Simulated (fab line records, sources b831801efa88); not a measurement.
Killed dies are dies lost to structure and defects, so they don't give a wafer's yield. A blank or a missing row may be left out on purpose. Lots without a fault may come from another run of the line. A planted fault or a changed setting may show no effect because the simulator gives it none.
Split-lot experiment | flow sky130 | 5 lots, 23 wafers read, on a route of 708 steps

THE SPLIT
At SKY_METAL2_SPUTTER_04 (material TiN, target thk 70 nm, time 58.3 s), the setting power_w was moved away from the recipe's 6500 W on 10 of the 23 wafers read, by -11.9% to +11.7%. The other wafers ran this setting at the recipe's value.

FROM THE SPLIT TO THE READING: what the file shows between them, 2 steps
- SKY_METAL2_COAT_10: resist thk 450 nm (also split here: spin_rpm)
- SKY_METAL2_ETCH_18: etches BARC in N2/H2, stops on SiO2, time 45.9 s, target depth 60 nm (also split here: ion_energy_ev)

THE READING
TiN_of_METAL2_SPUTTER_04.thk_nm (the simulator's own value, which no gauge read), in nm, at SKY_VIA2_ETCH_15 (etches SiO2 in C4F8/O2/Ar, stops on TiN, target depth 546 nm, time 84 s). The file gives no usual value for it. The 13 wafers here that ran the recipe average 69.25 nm, standard deviation 0.59 nm.

wafer  | tool, chamber at the split | power_w as run, W | against the recipe | TiN_of_METAL2_SPUTTER_04.thk_nm, nm | against lot-mates on the recipe
L077.2 | pvd_sputter-01, -          | 6500              | recipe             | 68.84                               | -
L077.3 | pvd_sputter-01, -          | 6500              | recipe             | 69.13                               | -
L077.4 | pvd_sputter-01, -          | 6500              | recipe             | 69.25                               | -
L077.5 | pvd_sputter-01, -          | 5725              | -11.9%             | 60.81                               | -8.26
L077.6 | pvd_sputter-01, -          | 5725              | -11.9%             | 62.17                               | -6.90
L078.1 | pvd_sputter-01, -          | 6767              | +4.1%              | 71.88                               | +3.07
L078.2 | pvd_sputter-01, -          | 6767              | +4.1%              | 70.7                                | +1.89
L078.3 | pvd_sputter-01, -          | 6500              | recipe             | 68.71                               | -
L078.4 | pvd_sputter-01, -          | 6500              | recipe             | 68.9                                | -
L078.5 | pvd_sputter-01, -          | 6767              | +4.1%              | 70.83                               | +2.02
L080.1 | pvd_sputter-01, -          | 6500              | recipe             | 68.77                               | -
L080.2 | pvd_sputter-01, -          | 6500              | recipe             | 68.74                               | -
L080.4 | pvd_sputter-01, -          | 7262              | +11.7%             | 78                                  | +8.94
L080.5 | pvd_sputter-01, -          | 6500              | recipe             | 69.67                               | -
L080.6 | pvd_sputter-01, -          | 7262              | +11.7%             | 77.57                               | +8.51
L081.1 | pvd_sputter-02, -          | 6932              | +6.6%              | 74.92                               | +4.77
L081.2 | pvd_sputter-02, -          | 6932              | +6.6%              | 73.41                               | +3.25
L081.3 | pvd_sputter-02, -          | 6932              | +6.6%              | 74.7                                | +4.55
L081.5 | pvd_sputter-02, -          | 6500              | recipe             | 70.97                               | -
L081.6 | pvd_sputter-02, -          | 6500              | recipe             | 69.34                               | -
L082.1 | pvd_sputter-04, -          | 6500              | recipe             | 69.74                               | -
L082.4 | pvd_sputter-04, -          | 6500              | recipe             | 68.94                               | -
L082.5 | pvd_sputter-04, -          | 6500              | recipe             | 69.27                               | -

THE FIT
A straight line over all 23 wafers: TiN_of_METAL2_SPUTTER_04.thk_nm changes by +0.686 nm for each +1% of power_w; r = +0.98; the points scatter about the line by 0.76 nm.
The same after taking each lot's own level away (the mean of its wafers on the recipe; 23 wafers): +0.669 nm for each +1%; r = +0.99; scatter 0.62 nm.
On that fit, the largest move of power_w shifts the reading by 8 nm.
The lots' own levels span 68.805 to 70.155 nm, that is 2.3 times the standard deviation above.
So the lot-to-lot level changes the slope little: the two slopes agree.
Check: with one of the wafers moved furthest among these (-11.9%) left out of the fit, the line predicts -7.83 nm for it against its lot-mates. It came out at -8.26 nm against them.

OTHER SPLITS ON THESE WAFERS
These wafers also went through other splits before the reading. Each is held against what the fit with the lots' levels taken away leaves over:
other split on the same wafers   | wafers away from the commonest value | r with TiN_of_METAL2_SPUTTER_04.thk_nm (lot level and that fit taken away)
SKY_VIA1_ETCH_14 time_s          | 9                                    | +0.14
SKY_VIA1_SPUTTER_20 time_s       | 7                                    | +0.18
SKY_METAL2_COAT_10 spin_rpm      | 6                                    | -0.20
SKY_METAL2_ETCH_18 ion_energy_ev | 7                                    | +0.28

THE WHOLE CHAIN: every reading that the file lists as answering this split, in the file's order
step                  | what it does                                                            | reading                                                                          | change (the file's fit)               | r (the file's)
SKY_METAL2_SPUTTER_04 | material TiN, target thk 70 nm, time 58.3 s                             | TiN_of_METAL2_SPUTTER_04.thk_nm (the simulator's own value, which no gauge read) | +0.686 nm for each +1% of the setting | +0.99
SKY_VIA2_ETCH_15      | etches SiO2 in C4F8/O2/Ar, stops on TiN, target depth 546 nm, time 84 s | TiN_of_METAL2_SPUTTER_04.thk_nm (the simulator's own value, which no gauge read) | +0.676 nm for each +1% of the setting | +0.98

THE FILE'S OWN FIT
TiN_of_METAL2_SPUTTER_04.thk_nm changes by +0.676 nm for each +1% of power_w, r = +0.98.
